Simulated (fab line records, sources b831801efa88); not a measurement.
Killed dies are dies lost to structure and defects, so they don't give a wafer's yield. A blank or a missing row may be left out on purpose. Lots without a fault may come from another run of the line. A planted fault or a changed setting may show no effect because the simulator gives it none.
Chamber matching | flow sky130 | SKY_CONTACT_CMP_04 on cmp-02: 4 sister chambers
The step polishes SiO2. 24 wafers are shown with their chamber, then 12 later ones without.

WAFERS WITH THEIR CHAMBER
wafer  | chamber | motor_current_A (A) | time_to_endpoint_s (s)
L078.2 | 1       | 11.5                | 79
L078.4 | 0       | 10.7                | 86
L078.5 | 1       | 11.4                | 80
L078.1 | 3       | 10.9                | 83
L078.3 | 2       | 9.7                 | 79
L078.6 | 2       | 10.2                | 81
L079.1 | 2       | 10.1                | 87
L079.3 | 1       | 11.2                | 86
L079.4 | 3       | 11.8                | 84
L083.3 | 0       | 10.9                | 88
L083.4 | 3       | 11.6                | 78
L083.5 | 0       | 11.0                | 90
L084.3 | 0       | 11.4                | 84
L084.4 | 3       | 11.5                | 79
L084.5 | 1       | 11.7                | 75
L087.1 | 3       | 11.3                | 83
L087.4 | 1       | 11.7                | 81
L087.6 | 0       | 11.1                | 83
L091.2 | 0       | 11.5                | 95
L091.3 | 2       | 10.6                | 83
L091.5 | 2       | 10.5                | 86
L092.2 | 2       | 10.5                | 83
L092.4 | 1       | 11.5                | 83
L092.5 | 2       | 10.3                | 87

SIGNATURES (means of the wafers above)
reading            | chamber 0 | chamber 1 | chamber 2 | chamber 3 | scatter within a chamber
motor_current_A    | 11.100    | 11.500    | 10.271    | 11.420    | 0.29
time_to_endpoint_s | 87.67     | 80.67     | 83.71     | 81.40     | 3.56
Rule: a wafer's distance from a chamber is the root of the sum, over the readings, of the square of ((its reading less the chamber's mean) divided by the reading's scatter). The wafer belongs to the nearest chamber; if the next one is less than 2 further off, it can't be placed. The scatter: the root of (the sum of the squares of (reading less its chamber's mean) over the shown wafers, divided by (wafers less chambers)).

WAFERS WITHOUT THEIR CHAMBER
wafer  | motor_current_A (A) | time_to_endpoint_s (s)
L093.2 | 11.4                | 85
L093.4 | 11.2                | 89
L093.6 | 10.7                | 89
L094.2 | 11.8                | 82
L094.3 | 10.8                | 89
L094.6 | 11.3                | 88
L094.1 | 10.2                | 82
L094.4 | 11.7                | 85
L094.5 | 11.6                | 88
L097.2 | 10.8                | 89
L097.3 | 10.1                | 82
L097.6 | 11.4                | 81

WHICH CHAMBER EACH WENT THROUGH
wafer  | from the rows above          | in truth
L093.2 | can't be placed: 3 or 1 or 0 | 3
L093.4 | can't be placed: 0 or 3      | 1
L093.6 | can't be placed: 0 or 2 or 3 | 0
L094.2 | can't be placed: 1 or 3 or 0 | 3
L094.3 | can't be placed: 0 or 2 or 3 | 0
L094.6 | can't be placed: 0 or 3 or 1 | 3
L094.1 | 2                            | 2
L094.4 | can't be placed: 3 or 1 or 0 | 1
L094.5 | can't be placed: 0 or 3 or 1 | 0
L097.2 | can't be placed: 0 or 2 or 3 | 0
L097.3 | 2                            | 2
L097.6 | can't be placed: 3 or 1      | 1
Placed correctly: 2 of 12. Can't be placed from these rows: 10 (the true chamber is among the candidates in 9). Placed wrongly: 0.
